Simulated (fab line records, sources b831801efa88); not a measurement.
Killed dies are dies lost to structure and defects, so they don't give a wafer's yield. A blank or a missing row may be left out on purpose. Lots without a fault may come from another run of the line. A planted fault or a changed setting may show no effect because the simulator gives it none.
One fault seen from 2 desks | flow sky130 | each desk has only its own numbers; what lay behind them comes last

THE METROLOGY DESK
What the gauges read, lot by lot, whatever tool the lot ran on: means of the sampled wafers that have a number. A lot is out of limits, marked OUT, if its mean lies more than 4 standard deviations from the usual mean; the brackets give that distance.
Columns: A = VIA1_W_RS at SKY_VIA1_RS_MEAS_22, usual 0.428 ohm/sq; B = cd_nm at SKY_METAL2_CD_MEAS_15, usual 140.1 nm
lot  | first seen here | A     | B
L823 | day 34 05:29    | 0.429 | 139.4
L824 | day 34 15:18    | 0.415 | 140.8
L826 | day 35 09:19    | 0.428 | 139.1
L829 | day 36 13:54    | 0.432 | 142.1
L831 | day 37 01:13    | 0.429 | 141.2
L832 | day 37 07:04    | 0.431 | 139.9
L837 | day 38 11:59    | 0.426 | 138.7
L838 | day 39 02:02    | 0.425 | 136.8
L839 | day 39 10:59    | 0.430 | 141.7
L841 | day 40 00:47    | 0.427 | 140.0
L844 | day 40 22:55    | 0.423 | 138.0
L845 | day 41 03:31    | 0.428 | 139.9
This desk's finding: nothing out of limits on any of the 12 lots.

THE TOOL OWNER'S DESK: litho_track-03
The tool's own readings at SKY_VT_ADJUST_NCORE_COAT_02 (resist thk 1140 nm): means of the sampled wafers that have a number, for each lot that ran on this tool. A lot is out of limits, marked OUT, if its mean lies more than 4 standard deviations from the usual mean; the brackets give that distance.
Columns: A = dispense_pressure_kPa at SKY_VT_ADJUST_NCORE_COAT_02, usual 50 kPa
lot  | first seen here | A
L829 | day 10 06:14    | 45
L832 | day 11 00:17    | 45
L838 | day 12 17:47    | 45
L839 | day 12 22:44    | 45
L841 | day 13 16:44    | 45
This desk's finding: nothing out of limits on any of the 5 lots.

PUT TOGETHER
The metrology desk saw nothing out of limits.
The tool owner's desk saw nothing out of limits.

WHAT THE SIMULATOR HAD PUT IN
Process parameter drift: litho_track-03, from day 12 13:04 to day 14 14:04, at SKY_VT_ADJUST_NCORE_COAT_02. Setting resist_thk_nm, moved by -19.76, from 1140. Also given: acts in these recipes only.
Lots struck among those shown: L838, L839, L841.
